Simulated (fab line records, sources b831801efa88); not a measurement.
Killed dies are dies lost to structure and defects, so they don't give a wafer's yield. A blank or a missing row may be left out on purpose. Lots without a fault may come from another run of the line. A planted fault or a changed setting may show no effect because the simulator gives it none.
fab line records | flow sky130 | part 2 of 2: steps 32 to 42 of 42
record lots=5 wafers=15 last_day=49
route steps=708 shown SONOS_TUNNEL@163 SONOS_ONO@168 GATE_OXIDE@187 POLY_GATE@204
lots that met no fault: from a run of the same line without faults
start_h: hours from the record's first day to the start of the lot's first wafer shown | wait_h: hours since the lot's step before | " the same as in the row above | L1.1+2: a row that stands for several wafers | - no value, or no start given | * or withheld: withheld | < > ~ a bound
route shown NAME@n: a module of which the file shows steps, and the number in the route of the first | usual: mean/standard deviation of fault-free wafers | same: alike in all rows | chamber/n: place in a boat | sites: the reading at each site | _std_site: their standard deviation | _edge_site: outer sites' mean less inner sites' | radius_mm: how far each site lies from the wafer's centre | mask NAME#n: copy n | behind: the tool/chamber that last shaped the wafer | hold: why the lot was held/for how many hours/how that ended | device: the transistor (n, p or np) that didn't switch | end of line: the same wafers' tests at the end of the route | a step without rows: its recipe alone | killed: dies lost to structure and defects at the first sort, not the wafer's yield | map: a wafer's dies, x killed, . not, _ none there
set.NAME: the setting as run; set.NAME@STEP: as run at that earlier step | model.NAME: the simulator's own value behind a step, which no gauge read
lots at some steps of the route; a table a step, a row a wafer
services: from which hour (start_h, from the record's first day; less than 0 if before it) a tool's chamber was out of use, for how many hours, and why
## steps
# step SKY_GATE_OXIDE_EXPOSE_07
# recipe mask_id=LVOM na=0.6 source_shape=conventional sigma_outer=0.6 polarization=unpolarized target_cd_nm=600 dose_mj=170
# columns lot.wafer tool chamber start_h wait_h mask
L081.1+4+6 iline_stepper-01 0 - - LVOM#0
L083.3+4+6 iline_stepper-02 0 - - LVOM#0
L085.1+2+3 iline_stepper-01 0 - - LVOM#0
L090.4+5+6 iline_stepper-01 0 - - LVOM#0
L092.1+5+6 iline_stepper-01 0 - - LVOM#0
# step SKY_GATE_OXIDE_PEB_08
# recipe temp_c=withheld time_s=* resist=NOVOLAK
# columns lot.wafer tool chamber start_h wait_h
L081.1+4+6 litho_track-03 0 - -
L083.3+4+6 litho_track-04 0 - -
L085.1+2+3 litho_track-02 0 - -
L090.4+5+6 litho_track-03 0 - -
L092.1+5+6 litho_track-04 0 - -
# step SKY_GATE_OXIDE_DEVELOP_09
# recipe resist=NOVOLAK developer=TMAH develop_time_s=60 dev_temp_c=23
# usual developer_temp_C=23.02/0.12
# columns lot.wafer tool chamber start_h wait_h developer_temp_C
L081.1 litho_track-03 0 394.18 0.1 23.07
L081.4 " 0 " " 22.98
L081.6 " 0 " " 23.09
L083.3 litho_track-04 0 394.24 0.1 22.98
L083.4 " 0 " " 23.09
L083.6 " 0 " " 23.19
L085.1 litho_track-02 0 399.44 0.1 22.88
L085.2 " 0 " " 22.89
L085.3 " 0 " " 22.81
L090.4 litho_track-03 0 458.36 0.1 23.05
L090.5 " 0 " " 22.92
L090.6 " 0 " " 22.96
L092.1 litho_track-04 0 472.69 0.1 23.15
L092.5 " 0 " " 23.17
L092.6 " 0 " " 23.19
# step SKY_GATE_OXIDE_OVL_MEAS_10
# usual GATE_OXIDE_OVL=0.9/1.3
# columns lot.wafer tool chamber start_h wait_h GATE_OXIDE_OVL[nm]
L081.1 overlay-01 - 394.33 0.1 -0.4
L081.4 " - " " 2.4
L081.6 " - " " -0.7
L083.3 overlay-02 - 394.35 0.1 -1.4
L083.4 " - " " 1.3
L083.6 " - " " 1.8
L085.1 overlay-01 - 399.59 0.1 0.0
L085.2 " - " " 0.0
L085.3 " - " " 0.2
L090.4 overlay-02 - 458.45 0.1 1.3
L090.5 " - " " 1.5
L090.6 " - " " 1.0
L092.1 overlay-02 - 472.84 0.1 2.1
L092.5 " - " " 3.3
L092.6 " - " " 2.3
# step SKY_GATE_OXIDE_IMPLANT_11
# recipe species=B energy_kev=10 dose_cm2=2.6e+12 tilt_deg=withheld
# usual beam_energy_keV=10.000/0.0029
# columns lot.wafer tool chamber start_h wait_h beam_energy_keV
L081.1 implanter-01 0 394.37 0.0 9.9998
L081.4 " 0 " " 9.9967
L081.6 " 0 " " 10.002
L083.3 implanter-04 0 394.43 0.1 10.003
L083.4 " 0 " " 9.9983
L083.6 " 0 " " 9.9956
L085.1 implanter-01 0 399.63 0.0 9.9977
L085.2 " 0 " " 9.9952
L085.3 " 0 " " 10.000
L090.4 implanter-01 0 458.54 0.1 9.9986
L090.5 " 0 " " 10.007
L090.6 " 0 " " 10.004
L092.1 implanter-01 0 472.88 0.0 9.9985
L092.5 " 0 " " 9.9986
L092.6 " 0 " " 10.002
# step SKY_GATE_OXIDE_WET_ETCH_12
# recipe chemistry=dHF target_depth_nm=16.8 dry=n2_spin target=SiO2 dilution=100:1 temp_c=25 time_s=336
# columns lot.wafer tool chamber start_h wait_h
L081.1+4+6 wet_bench-03 0 394.52 0.1
L083.3+4+6 wet_bench-01 0 394.53 0.1
L085.1+2+3 wet_bench-03 2 399.78 0.1
L090.4+5+6 wet_bench-04 1 458.62 0.1
L092.1+5+6 wet_bench-04 2 473.03 0.1
# step SKY_GATE_OXIDE_STRIP_13
# recipe chemistry=O2/N2 power_w=1400 pressure_mtorr=1500 platen_temp_c=withheld o2_flow_sccm=3000 n2_flow_sccm=300 overash_fraction=0.5
# usual drypump_motor_current_A=5.5/0.44 oes_product_au=0.715/0.0045 strip_time_to_endpoint_s=14.16/0.041
# same overash_fraction=0.5
# columns lot.wafer tool chamber start_h wait_h drypump_motor_current_A oes_product_au rf_hours_counter_h strip_time_to_endpoint_s
L081.1 plasma_asher-02 1 394.62 0.0 4.8 0.715 58 14.19
L081.4 " 0 " " 6.1 0.712 - 14.19
L081.6 " 1 " " 4.8 0.714 - 14.17
L083.3 plasma_asher-01 0 394.67 0.0 5.3 0.719 - 14.25
L083.4 " 1 " " 5.5 0.705 - 14.24
L083.6 " 1 " " 5.5 0.722 - 14.19
L085.1 plasma_asher-01 1 399.98 0.0 5.5 0.719 71 14.09
L085.2 " 0 " " 5.3 0.718 71 14.08
L085.3 " 0 " " 5.3 0.715 - 14.08
L090.4 plasma_asher-01 0 458.76 0.0 5.2 0.715 - 14.25
L090.5 " 0 " " 5.3 0.721 - 14.25
L090.6 " 1 " " 5.5 0.720 - 14.19
L092.1 plasma_asher-04 0 473.13 0.0 5.8 0.713 36 14.08
L092.5 " 1 " " 5.7 0.712 - 14.18
L092.6 " 0 " " 5.8 0.722 - 14.16
# step SKY_GATE_OXIDE_TW_MEAS_14
# usual GATE_OXIDE_TW=224.6/1.3
# columns lot.wafer tool chamber start_h wait_h GATE_OXIDE_TW
L081.1 film_metro-04 - 394.72 0.1 225.2
L081.4 " - " " 225.7
L081.6 " - " " 225.1
L083.3 film_metro-01 - 394.76 0.1 223.8
L083.4 " - " " 222.9
L083.6 " - " " 223.0
L085.1 film_metro-01 - 400.08 0.1 221.9
L085.2 " - " " 222.2
L085.3 " - " " 223.3
L090.4 film_metro-04 - 458.86 0.1 223.7
L090.5 " - " " 223.3
L090.6 " - " " 224.1
L092.1 film_metro-01 - 473.23 0.1 223.0
L092.5 " - " " 223.9
L092.6 " - " " 222.9
# step SKY_GATE_OXIDE_CLEAN_15
# recipe chemistry=SC1/SC2 mix=1:4:20 temp_c=70 time_s=153.5 dry=n2_spin
# columns lot.wafer tool chamber start_h wait_h
L081.1+4+6 wet_bench-04 1 394.78 0.1
L083.3+4+6 wet_bench-03 0 394.80 0.0
L085.1+2+3 wet_bench-01 3 400.14 0.1
L090.4+5+6 wet_bench-01 2 458.89 0.0
L092.1+5+6 wet_bench-03 0 473.29 0.1
# step SKY_GATE_OXIDE_OXIDATION_16
# recipe temp_c=800 ambient=O2 idle_temp_c=700 ramp_up_c_per_min=10 ramp_down_c_per_min=3 stabilise_s=600 purge_s=300 target_thk_a=35.7 ox_time_s=1915
# usual ramp_down_c_per_min=3.0000/0.00057 tube_center_temp_C=800/0.074 zone_power_upper_pct=13.8/0.9
# columns lot.wafer tool chamber start_h wait_h ramp_down_c_per_min tube_center_temp_C zone_power_upper_pct
L081.1 furnace-02 0 395.94 1.1 2.9994 800.07 14.6
L081.4 " 0 " " 3.0001 799.95 14.7
L081.6 " 0 " " 3.0002 800.07 14.8
L083.3 furnace-02 0 395.94 1.1 3.0006 800 14.9
L083.4 " 0 " " 3.0000 800.1 14.7
L083.6 " 0 " " 3.0002 799.93 14.8
L085.1 furnace-02 0 401.21 1.0 3.0007 800.17 14.8
L085.2 " 0 " " 3.0002 799.93 14.7
L085.3 " 0 " " 3.0012 799.85 14.6
L090.4 furnace-01 0 458.94 0.0 2.9999 799.97 13.1
L090.5 " 0 " " 3.0001 800.16 12.8
L090.6 " 0 " " 2.9997 800.03 13.0
L092.1 furnace-01 0 473.34 0.0 2.9996 800.09 13.0
L092.5 " 0 " " 2.9998 800.1 12.9
L092.6 " 0 " " 3.0003 799.97 12.7
# step SKY_POLY_GATE_CVD_00
# recipe material=poly-Si target_thk_nm=180 temp_c=620 time_s=720 pressure_mtorr=200
# usual zone_power_upper_pct=9.0/0.97
# columns lot.wafer tool chamber start_h wait_h zone_power_upper_pct
L081.1 lpcvd-01 0 397.94 0.5 9.9
L081.4 " 0 " " 9.9
L081.6 " 0 " " 10.1
L083.3 lpcvd-01 0 397.94 0.5 9.9
L083.4 " 0 " " 9.8
L083.6 " 0 " " 9.9
L085.1 lpcvd-01 0 402.74 0.0 10.0
L085.2 " 0 " " 9.8
L085.3 " 0 " " 9.9
L090.4 lpcvd-01 1 460.47 0.0 8.1
L090.5 " 1 " " 8.0
L090.6 " 1 " " 8.0
L092.1 lpcvd-01 1 474.87 0.0 7.9
L092.5 " 1 " " 8.0
L092.6 " 1 " " 8.0
## services
# columns tool chamber start_h hours kind
lpcvd-03 - 305.29 2.8 pm
rie_diel-04 - 319.45 0.5 repair
iline_stepper-01 - 324.04 1.7 pm
iline_stepper-02 - 325.81 8.8 repair
implanter-01 - 329.61 1.6 repair
furnace-02 - 336.21 19.3 pm
implanter-01 - 352.05 1.1 repair
wet_bench-02 - 352.61 4.4 pm
plasma_asher-02 - 359.01 8.8 repair
rie_diel-04 0 365.24 4.6 repair
plasma_asher-02 - 367.70 5.1 repair
implanter-03 - 378.00 3.1 repair
rie_diel-04 0 380.16 1.7 repair
lpcvd-02 - 393.01 0.2 repair
furnace-02 - 402.74 2.4 pm
furnace-02 - 408.29 20.4 repair
lpcvd-03 - 422.73 1.1 repair
lpcvd-01 - 426.77 0.9 repair
furnace-02 - 428.67 4.8 pm
lpcvd-03 - 432.77 0.5 repair
lpcvd-01 - 442.22 2.8 pm
lpcvd-03 - 446.39 2.1 repair
lpcvd-01 - 458.73 1.7 repair
iline_stepper-02 - 467.90 1.7 pm
